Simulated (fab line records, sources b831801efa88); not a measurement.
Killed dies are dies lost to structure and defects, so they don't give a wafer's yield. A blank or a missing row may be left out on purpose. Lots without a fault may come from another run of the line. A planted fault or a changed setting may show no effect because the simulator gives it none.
Chamber matching | flow sfq_line | SFQ_TRILAYER_I3_VIA_ETCH_VIA_ETCH_088 on rie_diel-01: 4 sister chambers
The step etches SiO2 in CHF3, stops on Nb, target depth 260 nm. 14 wafers are shown with their chamber, then 7 later ones without.

WAFERS WITH THEIR CHAMBER
wafer  | chamber | drypump_motor_current_A (A) | oes_product_au (a.u.)
L162.2 | 0       | 5.4                         | 0.859
L162.5 | 3       | 5.9                         | 0.859
L162.6 | 0       | 5.4                         | 0.853
L166.4 | 3       | 5.9                         | 0.855
L166.5 | 1       | 5.8                         | 0.856
L166.6 | 0       | 5.5                         | 0.850
L167.3 | 0       | 5.5                         | 0.864
L167.4 | 3       | 5.9                         | 0.854
L167.6 | 2       | 6.3                         | 0.857
L170.2 | 2       | 6.3                         | 0.859
L170.5 | 0       | 5.4                         | 0.854
L170.6 | 2       | 6.2                         | 0.858
L177.2 | 3       | 5.9                         | 0.866
L177.4 | 2       | 6.2                         | 0.855

SIGNATURES (means of the wafers above)
reading                 | chamber 0 | chamber 1 | chamber 2 | chamber 3 | scatter within a chamber
drypump_motor_current_A | 5.440     | 5.800     | 6.250     | 5.900     | 0.0469
oes_product_au          | 0.85600   | 0.85600   | 0.85725   | 0.85850   | 0.00469
Rule: a wafer's distance from a chamber is the root of the sum, over the readings, of the square of ((its reading less the chamber's mean) divided by the reading's scatter). The wafer belongs to the nearest chamber; if the next one is less than 2 further off, it can't be placed. The scatter: the root of (the sum of the squares of (reading less its chamber's mean) over the shown wafers, divided by (wafers less chambers)).

WAFERS WITHOUT THEIR CHAMBER
wafer  | drypump_motor_current_A (A) | oes_product_au (a.u.)
L177.5 | 5.9                         | 0.864
L179.1 | 6.2                         | 0.860
L179.5 | 5.8                         | 0.861
L179.6 | 6.2                         | 0.857
L181.1 | 5.9                         | 0.852
L181.2 | 6.3                         | 0.859
L181.3 | 5.4                         | 0.862

WHICH CHAMBER EACH WENT THROUGH
wafer  | from the rows above     | in truth
L177.5 | can't be placed: 3 or 1 | 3
L179.1 | 2                       | 2
L179.5 | can't be placed: 1 or 3 | 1
L179.6 | 2                       | 2
L181.1 | can't be placed: 3 or 1 | 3
L181.2 | 2                       | 2
L181.3 | 0                       | 0
Placed correctly: 4 of 7. Can't be placed from these rows: 3 (the true chamber is among the candidates in 3). Placed wrongly: 0.
